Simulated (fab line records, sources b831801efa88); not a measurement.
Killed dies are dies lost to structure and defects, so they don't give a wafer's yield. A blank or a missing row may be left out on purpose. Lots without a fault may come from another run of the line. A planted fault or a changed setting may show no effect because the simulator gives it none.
Which tool did it? | flow gf180mcu | 24 lots, 72 wafers sampled, at 5 steps of a route of 602

WHAT THE GAUGES READ, wafer by wafer
GF_HV_LDD_OVL_MEAS_20. Usual: HV_LDD_01_OVL -0.5 nm, standard deviation 1.3.
lot  | measured     | on         | HV_LDD_01_OVL (nm) | flag
L074 | day 10 19:19 | overlay-01 | 1.7 2.5 1.5        |
L075 | day 11 00:59 | overlay-02 | 0.1 -1.1 -1.4      |
L076 | day 11 07:33 | overlay-01 | -1.7 -4.9 -2.6     |
L077 | day 11 21:48 | overlay-02 | 1.2 -0.5 -0.5      |
L078 | day 12 02:54 | overlay-02 | -0.6 1.8 0.1       |
L079 | day 12 07:56 | overlay-02 | -1.6 0.5 -0.7      |
L080 | day 12 17:06 | overlay-02 | -1.1 -0.8 0.1      |
L081 | day 13 00:14 | overlay-01 | -1.0 -0.4 -1.3     |
L082 | day 13 13:45 | overlay-01 | 1.1 0.8 0.6        |
L083 | day 13 14:03 | overlay-02 | 0.3 -0.6 0.5       |
L084 | day 13 21:47 | overlay-01 | 1.2 0.5 1.8        |
L085 | day 14 07:50 | overlay-01 | -1.6 0.0 -0.7      |
L086 | day 14 15:09 | overlay-01 | -1.0 -0.7 -0.8     |
L087 | day 14 23:31 | overlay-01 | -0.4 -0.4 -0.5     |
L088 | day 15 09:44 | overlay-02 | -0.8 0.2 -0.1      |
L089 | day 15 19:53 | overlay-02 | -0.1 0.8 0.8       |
L090 | day 15 20:13 | overlay-02 | -0.4 0.8 -0.7      |
L091 | day 16 06:35 | overlay-02 | -2.9 -1.3 -1.6     |
L092 | day 16 14:12 | overlay-01 | -1.0 -0.3 -1.0     |
L093 | day 16 18:29 | overlay-01 | -2.4 -1.3 -2.1     |
L094 | day 17 01:51 | overlay-02 | -2.5 -2.0 -1.3     |
L095 | day 17 11:14 | overlay-02 | -2.2 -0.8 0.3      |
L096 | day 17 20:37 | overlay-02 | -0.4 -1.6 -1.8     |
L097 | day 18 02:20 | overlay-01 | -1.9 -1.5 -2.3     |

GF_M3_THK_MEAS_06: measures by xrf. Usual: M3_ALCU_THK 454 nm, standard deviation 5.1.
lot  | measured     | on            | M3_ALCU_THK (nm) | flag
L074 | day 20 06:30 | film_metro-01 | 454 454 460      |
L075 | day 20 16:44 | film_metro-02 | 456 461 454      |
L076 | day 20 23:32 | film_metro-01 | 450 454 453      |
L077 | day 21 16:23 | film_metro-02 | 466 461 463      |
L078 | day 22 00:04 | film_metro-01 | 443 450 450      |
L079 | day 22 05:27 | film_metro-03 | 450 450 448      |
L080 | day 22 16:07 | film_metro-02 | 452 454 453      |
L081 | day 22 23:49 | film_metro-03 | 451 453 452      |
L082 | day 23 13:56 | film_metro-01 | 451 452 451      |
L083 | day 23 15:39 | film_metro-03 | 454 456 457      |
L084 | day 24 02:38 | film_metro-01 | 451 452 450      |
L085 | day 24 11:35 | film_metro-02 | 455 461 451      |
L086 | day 24 19:48 | film_metro-03 | 461 455 455      |
L087 | day 25 04:06 | film_metro-01 | 448 454 450      |
L088 | day 25 13:41 | film_metro-02 | 457 452 452      |
L089 | day 26 00:49 | film_metro-02 | 456 454 451      |
L090 | day 26 01:35 | film_metro-02 | 460 464 462      |
L091 | day 26 10:04 | film_metro-03 | 456 456 455      |
L092 | day 26 18:46 | film_metro-01 | 453 457 459      |
L093 | day 26 20:45 | film_metro-02 | 456 458 457      |
L094 | day 27 04:30 | film_metro-03 | 445 448 449      |
L095 | day 27 13:25 | film_metro-02 | 466 466 464      |
L096 | day 27 19:40 | film_metro-03 | 446 449 448      |
L097 | day 28 00:18 | film_metro-03 | 463 459 460      |

GF_M3_CD_MEAS_14: target cd 280 nm. Usual: cd_nm 280.1 nm, standard deviation 1.4.
lot  | measured     | on        | cd_nm (nm)        | flag
L074 | day 21 06:17 | cd_sem-02 | 276.7 277.0 276.3 |
L075 | day 21 16:30 | cd_sem-01 | 281.2 280.9 280.7 |
L076 | day 21 22:55 | cd_sem-01 | 279.4 279.5 279.1 |
L077 | day 22 15:50 | cd_sem-01 | 281.1 280.4 281.4 |
L078 | day 22 22:39 | cd_sem-02 | 281.4 280.7 281.8 |
L079 | day 23 04:57 | cd_sem-02 | 280.3 279.3 280.0 |
L080 | day 23 14:55 | cd_sem-01 | 279.3 279.6 279.7 |
L081 | day 23 22:30 | cd_sem-01 | 281.7 281.1 281.6 |
L082 | day 24 12:01 | cd_sem-01 | 280.9 280.7 281.6 |
L083 | day 24 13:19 | cd_sem-02 | 278.8 279.6 280.4 |
L084 | day 25 00:16 | cd_sem-01 | 280.4 280.1 278.6 |
L085 | day 25 08:50 | cd_sem-02 | 277.1 278.4 278.9 |
L086 | day 25 16:37 | cd_sem-02 | 280.8 280.2 280.6 |
L087 | day 26 01:03 | cd_sem-01 | 280.2 280.5 280.1 |
L088 | day 26 10:31 | cd_sem-02 | 281.0 280.2 281.6 |
L089 | day 26 21:09 | cd_sem-01 | 280.0 279.1 279.3 |
L090 | day 26 22:08 | cd_sem-01 | 281.0 280.6 280.4 |
L091 | day 27 05:37 | cd_sem-02 | 281.6 281.3 281.3 |
L092 | day 27 14:40 | cd_sem-02 | 281.8 280.8 280.9 |
L093 | day 27 16:58 | cd_sem-02 | 277.5 277.7 277.5 |
L094 | day 28 00:43 | cd_sem-02 | 279.1 279.0 279.6 |
L095 | day 28 09:25 | cd_sem-02 | 278.4 280.1 277.6 |
L096 | day 28 15:20 | cd_sem-02 | 282.1 282.4 283.7 |
L097 | day 28 19:51 | cd_sem-02 | 281.4 281.9 281.2 |

GF_M4_CD_MEAS_14: target cd 280 nm. Usual: cd_nm 280.3 nm, standard deviation 1.2.
lot  | measured     | on        | cd_nm (nm)        | flag
L074 | day 23 08:02 | cd_sem-01 | 281.4 279.9 280.4 |
L075 | day 23 18:19 | cd_sem-01 | 280.8 280.4 280.9 |
L076 | day 24 00:31 | cd_sem-01 | 282.1 281.6 282.6 |
L077 | day 24 15:47 | cd_sem-01 | 281.1 281.2 280.0 |
L078 | day 24 22:55 | cd_sem-01 | 279.8 280.2 279.8 |
L079 | day 25 05:10 | cd_sem-02 | 280.7 280.2 279.5 |
L080 | day 25 13:33 | cd_sem-01 | 282.9 282.3 283.4 |
L081 | day 25 19:55 | cd_sem-01 | 279.2 277.9 277.5 |
L082 | day 26 09:35 | cd_sem-02 | 280.0 278.6 279.8 |
L083 | day 26 11:20 | cd_sem-02 | 279.9 280.1 279.8 |
L084 | day 26 22:04 | cd_sem-02 | 279.0 280.5 280.1 |
L085 | day 27 05:16 | cd_sem-02 | 279.3 281.2 279.7 |
L086 | day 27 12:27 | cd_sem-02 | 279.4 279.1 279.5 |
L087 | day 27 20:50 | cd_sem-02 | 280.1 280.6 281.0 |
L088 | day 28 05:04 | cd_sem-01 | 281.1 280.0 278.9 |
L089 | day 28 15:36 | cd_sem-01 | 279.5 279.9 280.2 |
L090 | day 28 17:01 | cd_sem-02 | 279.6 280.5 279.7 |
L091 | day 28 23:39 | cd_sem-02 | 278.3 277.4 278.6 |
L092 | day 29 08:52 | cd_sem-02 | 280.9 281.8 281.4 |
L093 | day 29 11:49 | cd_sem-01 | 280.7 280.0 280.2 |
L094 | day 29 17:58 | cd_sem-01 | 279.7 279.7 278.7 |
L095 | day 30 02:46 | cd_sem-02 | 281.8 281.7 281.2 |
L096 | day 30 08:58 | cd_sem-02 | 282.2 281.8 282.2 |
L097 | day 30 12:45 | cd_sem-02 | 279.7 278.8 279.7 |

WHICH TOOL RAN EACH LOT (tool, then ch and the chambers of the sampled wafers, then the start)
lot  | GF_V2_CVD_23
L074 | cvd_w-02 ch 0,1, day 20 05:34
L075 | cvd_w-02 ch 1, day 20 15:48
L076 | cvd_w-01 ch 0,1, day 20 22:37
L077 | cvd_w-02 ch 0,1, day 21 15:26
L078 | cvd_w-02 ch 0,1, day 21 23:08
L079 | cvd_w-01 ch 0,1, day 22 04:31
L080 | cvd_w-02 ch 0,1, day 22 15:11
L081 | cvd_w-02 ch 0, day 22 22:52
L082 | cvd_w-02 ch 0,1, day 23 12:59
L083 | cvd_w-02 ch 0,1, day 23 14:43
L084 | cvd_w-01 ch 0,1, day 24 01:42
L085 | cvd_w-02 ch 0,1, day 24 10:27
L086 | cvd_w-01 ch 0,1, day 24 18:52
L087 | cvd_w-01 ch 0,1, day 25 03:11
L088 | cvd_w-01 ch 0,1, day 25 12:46
L089 | cvd_w-01 ch 0,1, day 25 23:52
L090 | cvd_w-01 ch 0,1, day 26 00:39
L091 | cvd_w-01 ch 0,1, day 26 09:08
L092 | cvd_w-02 ch 0,1, day 26 17:49
L093 | cvd_w-01 ch 0,1, day 26 19:47
L094 | cvd_w-02 ch 0,1, day 27 03:35
L095 | cvd_w-02 ch 0,1, day 27 12:28
L096 | cvd_w-02 ch 0,1, day 27 18:45
L097 | cvd_w-02 ch 0,1, day 27 23:22
- GF_V2_CVD_23: deposits W, target thk 350 nm, time 104.94 s.

WHAT THE TOOLS THEMSELVES READ (means of the sampled wafers that have a number; where no wafer has one, the mark that the record gives instead)
GF_V2_CVD_23. Usual: heater_power_w 817 W, standard deviation 46.
lot  | tool     | heater_power_w (W) | flag
L074 | cvd_w-02 | 783                |
L075 | cvd_w-02 | 796                |
L076 | cvd_w-01 | 874                |
L077 | cvd_w-02 | 772                |
L078 | cvd_w-02 | 794                |
L079 | cvd_w-01 | 856                |
L080 | cvd_w-02 | 773                |
L081 | cvd_w-02 | 751                |
L082 | cvd_w-02 | 765                |
L083 | cvd_w-02 | 770                |
L084 | cvd_w-01 | 865                |
L085 | cvd_w-02 | 787                |
L086 | cvd_w-01 | 880                |
L087 | cvd_w-01 | 848                |
L088 | cvd_w-01 | 879                |
L089 | cvd_w-01 | 875                |
L090 | cvd_w-01 | 872                |
L091 | cvd_w-01 | 863                |
L092 | cvd_w-02 | 781                |
L093 | cvd_w-01 | 855                |
L094 | cvd_w-02 | 792                |
L095 | cvd_w-02 | 784                |
L096 | cvd_w-02 | 787                |
L097 | cvd_w-02 | 805                |

THE ANSWER, worked out from the rows above alone
Rule: a lot is off if the mean of its wafers that have a number lies more than 3 standard deviations from the usual mean. A lot without any number at a reading at which 4 lots or more have one is off too. The other lots that the step has rows for count as sound. The gauges are gone through in route order, then the tools' own readings, and for those a lot's mean is taken as printed above. The first step at which some lot is off is used, and at that step the reading that is off furthest; a lot without a number counts as furthest.
No lot is off at any reading shown: from this, nothing can be told.

WHAT THE SIMULATOR HAD PUT IN
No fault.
